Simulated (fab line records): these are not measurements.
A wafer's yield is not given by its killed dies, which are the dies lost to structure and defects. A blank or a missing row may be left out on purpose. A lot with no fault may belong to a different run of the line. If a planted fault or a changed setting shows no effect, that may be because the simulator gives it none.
What tool caused it? | flow sfq_line | at 1 step of a route of 325, 13 lots with 39 wafers sampled

== WHAT EACH GAUGE READ, for each wafer ==
The record holds no reading of a measuring or inspecting step that can be judged against a usual standard deviation.

== WHICH TOOL RAN EACH LOT (tool, then ch and the chambers of the sampled wafers, then the start) ==
lot  | SFQ_TRILAYER_M5_STRIP_STRIP_127
L887 | rie_metal-03 ch 0,1, day 60 18:06
L888 | rie_metal-04 ch 0,1, day 60 22:34
L889 | rie_metal-04 ch 0,1, day 61 08:04
L890 | rie_metal-04 ch 0,1, day 61 14:04
L891 | rie_metal-03 ch 0,1, day 62 16:47
L892 | rie_metal-03 ch 0,1, day 62 19:11
L895 | rie_metal-03 ch 0,1, day 68 12:41
L897 | rie_metal-03 ch 0,1, day 68 15:05
L902 | rie_metal-04 ch 0,1, day 69 10:46
L903 | rie_metal-04 ch 0,1, day 69 14:22
L905 | rie_metal-01 ch 0,1, day 69 17:58
L906 | rie_metal-01 ch 0,1, day 69 21:42
L908 | rie_metal-04 ch 0,1, day 70 17:55
- SFQ_TRILAYER_M5_STRIP_STRIP_127: strips in O2.

== WHAT THE TOOLS THEMSELVES READ (means of the sampled wafers that have a number; where no wafer has one, the mark that the record gives instead) ==
SFQ_TRILAYER_M5_STRIP_STRIP_127. Usual: drypump_motor_current_A 5.8 A, standard deviation 0.4; oes_product_au 1.001 a.u., standard deviation 0.016; platen_temp_c 40.02 C, standard deviation 0.12.
lot  | tool         | drypump_motor_current_A (A) | oes_product_au (a.u.) | platen_temp_c (C) | flag
L887 | rie_metal-03 | 5.9                         | 0.988                 | 39.98             |
L888 | rie_metal-04 | 5.5                         | 1.008                 | 40.13             |
L889 | rie_metal-04 | 5.3                         | 1.014                 | 39.99             |
L890 | rie_metal-04 | 5.5                         | 1.002                 | 40.01             |
L891 | rie_metal-03 | 6.0                         | 1.003                 | 39.94             |
L892 | rie_metal-03 | 6.0                         | 0.994                 | 40.08             |
L895 | rie_metal-03 | 5.9                         | 0.993                 | 40.02             |
L897 | rie_metal-03 | 5.9                         | 0.993                 | 40.33             |
L902 | rie_metal-04 | 5.5                         | 1.008                 | 40.00             |
L903 | rie_metal-04 | 5.5                         | 1.008                 | 39.96             |
L905 | rie_metal-01 | 6.2                         | 0.997                 | 40.04             |
L906 | rie_metal-01 | 6.2                         | 1.011                 | 39.98             |
L908 | rie_metal-04 | 5.3                         | 0.995                 | 40.10             |

== THE ANSWER, worked out from the rows above alone ==
Rule: take the mean of a lot's wafers that have a number; if it is more than 3 standard deviations from the usual mean, the lot is off. Also off: a lot with no number at a reading for which 4 or more lots have one. Where the step has rows for the other lots, those lots are counted as sound. The gauges are gone through in route order, then the tools' own readings, and for those a lot's mean is taken as printed above. The first step at which some lot is off is used, and at that step the reading that is off furthest; a lot without a number counts as furthest.
Across all readings shown, no lot is off: no conclusion can be drawn from this.

== WHAT THE SIMULATOR HAD PUT IN ==
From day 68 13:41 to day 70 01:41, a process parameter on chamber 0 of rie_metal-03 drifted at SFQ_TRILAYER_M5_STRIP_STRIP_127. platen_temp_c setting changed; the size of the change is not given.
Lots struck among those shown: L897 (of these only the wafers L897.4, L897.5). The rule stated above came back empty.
